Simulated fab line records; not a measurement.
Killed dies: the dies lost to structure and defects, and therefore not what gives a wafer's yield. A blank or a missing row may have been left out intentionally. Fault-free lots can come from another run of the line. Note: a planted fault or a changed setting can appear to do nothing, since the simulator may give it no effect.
Which tool did it? | flow sky130 | 45 wafers sampled from 15 lots at 1 step of a route of 708

## WHAT THE GAUGES READ, wafer by wafer
SKY_METAL1_OVL_MEAS_16.
lot  | measured     | on         | METAL1_OVL (nm)
L498 | day 33 07:56 | overlay-01 | 4 6 -2
L500 | day 33 15:20 | overlay-01 | 10 0 6
L504 | day 34 18:14 | overlay-01 | 7 5 1
L503 | day 34 19:43 | overlay-01 | 3 -2 0
L505 | day 35 01:08 | overlay-02 | 7 5 3
L506 | day 35 07:20 | overlay-02 | -1 -1 0
L508 | day 36 07:29 | overlay-01 | 5 6 4
L509 | day 36 17:38 | overlay-02 | -2 -1 -6
L510 | day 36 23:15 | overlay-02 | -7 -3 -2
L512 | day 37 08:20 | overlay-01 | 2 -1 -2
L513 | day 37 13:14 | overlay-01 | 0 6 1
L518 | day 39 02:38 | overlay-01 | 5 4 8
L519 | day 39 10:17 | overlay-01 | 3 2 -2
L520 | day 39 12:01 | overlay-01 | -1 -3 -1
L521 | day 39 23:17 | overlay-01 | 11 4 3

## TOOL THAT RAN EACH LOT (tool first, then ch and the chambers of the sampled wafers, then the start)
There is no process step in the record ahead of these readings.

## WHAT THE TOOLS THEMSELVES READ (means of the sampled wafers that have a number; where no wafer has one, the mark that the record gives instead)
The record holds no such reading with a usual standard deviation.

## THE ANSWER, worked out from the rows above alone
Rule: what is usual is taken from the lots themselves. The widest of any qualifying gaps counts: lots, ordered by their means at a reading, are off when they make up no more than a third of the lots, leave a main group of 4 or more, and stand apart from it by 3 or more times the standard deviation of that group's means. A main group is skipped when, at the precision printed for the reading in the tables above, its means are all equal. Also off: a lot with no number at a reading for which 4 or more lots have one. Where the step has rows for the other lots, those lots are counted as sound. The gauges are gone through in route order, then the tools' own readings, and for those a lot's mean is taken as printed above. The first step at which some lot is off is used, and at that step the reading that is off furthest; a lot without a number counts as furthest.
Nothing can be told from this: no lot is off at any reading shown.

## WHAT HAD BEEN PUT IN BY THE SIMULATOR
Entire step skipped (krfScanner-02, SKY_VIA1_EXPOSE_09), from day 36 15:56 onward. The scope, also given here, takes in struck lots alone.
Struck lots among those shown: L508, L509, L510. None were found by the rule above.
